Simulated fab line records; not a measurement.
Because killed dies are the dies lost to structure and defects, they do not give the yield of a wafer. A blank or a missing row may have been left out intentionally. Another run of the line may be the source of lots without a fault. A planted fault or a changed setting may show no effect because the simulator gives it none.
Problem report, 8D (eight disciplines) form, completed by code :: flow gf180mcu :: the parts of the form that need people (team, actions taken, sign-off) are left out

## 1. THE ISSUE
SAB_CVD_00_THK at GF_SAB_THK_MEAS_01 reads a mean of 44.5 nm on 2 wafers of 1 lot; wafers without a fault read 50.0 nm with a standard deviation of 0.77. That puts it -7.1 standard deviations away from the usual mean.
The first sign was on wafer L562.3 at day 19 05:31, on film-metro-01. The record holds 36 wafers of 12 lots with a number at this step. By rule, "out" or "out of limits" means more than 4 standard deviations away from the usual mean. All remaining wafers that have a number are taken as sound.

## 2. WHAT IT IS; WHAT IT IS NOT
question: which readings at this step
is: SAB_CVD_00_THK
is not: -

question: which lots
is: L562
is not: L549, L550, L551, L552, L554, L564, L565, L567, L569, L570, L572

question: which wafers of those lots
is: L562.3, L562.5
is not: L562.2

question: read on which gauges
is: film-metro-01
is not: film-metro-02, film-metro-03

question: when
is: from day 19 05:31
is not: up to then (16 sound wafers); but 18 sound wafers of L564, L565, L567, L569, L570, L572 came after

## 3. SUSPECTS, AND WHAT RULES EACH OUT
Counting: a tool at a process step up to the reading stays a suspect if it ran every lot that is out. Sound lots after the first of them don't rule it out here, since some wafers of a struck lot are sound.
- the gauge at GF_SAB_THK_MEAS_01: kept. All the wafers that are out were read on film-metro-01, and no step on other tools shows them out.
- plasma-asher-03 at GF_HV_LDD_STRIP_37 (strips in O2/N2): kept. The lot that is out, L562, ran on it at day 16 03:57; the last sound lot it ran before that was L552, at day 12 17:00.
- pecvd-04 at GF_SAB_CVD_00 (deposits SiO2 from TEOS, target thk 50 nm, time 4.9302 s): kept. It ran the lot that is out, L562 (day 19 05:29).
- Within pecvd-04 at GF_SAB_CVD_00, the wafers that are out were processed in chamber 0 and their sound lot-mates in chamber 2.
Left after counting: plasma-asher-03 at GF_HV_LDD_STRIP_37, pecvd-04 at GF_SAB_CVD_00, film-metro-01 at GF_SAB_THK_MEAS_01.

## 4. THE CAUSE (what the simulator had put in)
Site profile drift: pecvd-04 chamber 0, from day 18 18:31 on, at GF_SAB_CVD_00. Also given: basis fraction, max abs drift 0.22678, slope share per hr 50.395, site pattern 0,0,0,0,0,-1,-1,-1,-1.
3 suspects survive the count, and this tool is in that group.

## 5. SEQUENCE OF EFFECTS, ordered by route
Each row: a reading where the mean over the struck wafers with a number is more than 3 standard deviations away from the usual. Only readings for which the record gives a usual standard deviation are gone through. hours: the time from each lot's start at the first step in this table that gives one to its start at this step, as a median over the lots. sigmas: the change in usual standard deviations.
hours: 0
step: GF_SAB_THK_MEAS_01
reading: SAB_CVD_00_THK
usual: 50.0 nm
on struck wafers: 44.5
change: -5.5
sigmas: -7.1

## 6. HOW IT WOULD HAVE BEEN CAUGHT EARLIER
The first out-of-limits reading at a measuring or inspecting step in this record came at day 19 05:31, 11 hours after the fault's start at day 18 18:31.
No tool reading at GF_SAB_CVD_00 that has a usual standard deviation in the record was out on any struck wafer, so an alarm limit of 4 standard deviations on those readings would not have fired.
Lots out: 1; all had begun GF_SAB_CVD_00 on pecvd-04 by day 19 05:31. Tool hold at that time: it would have spared none of them.
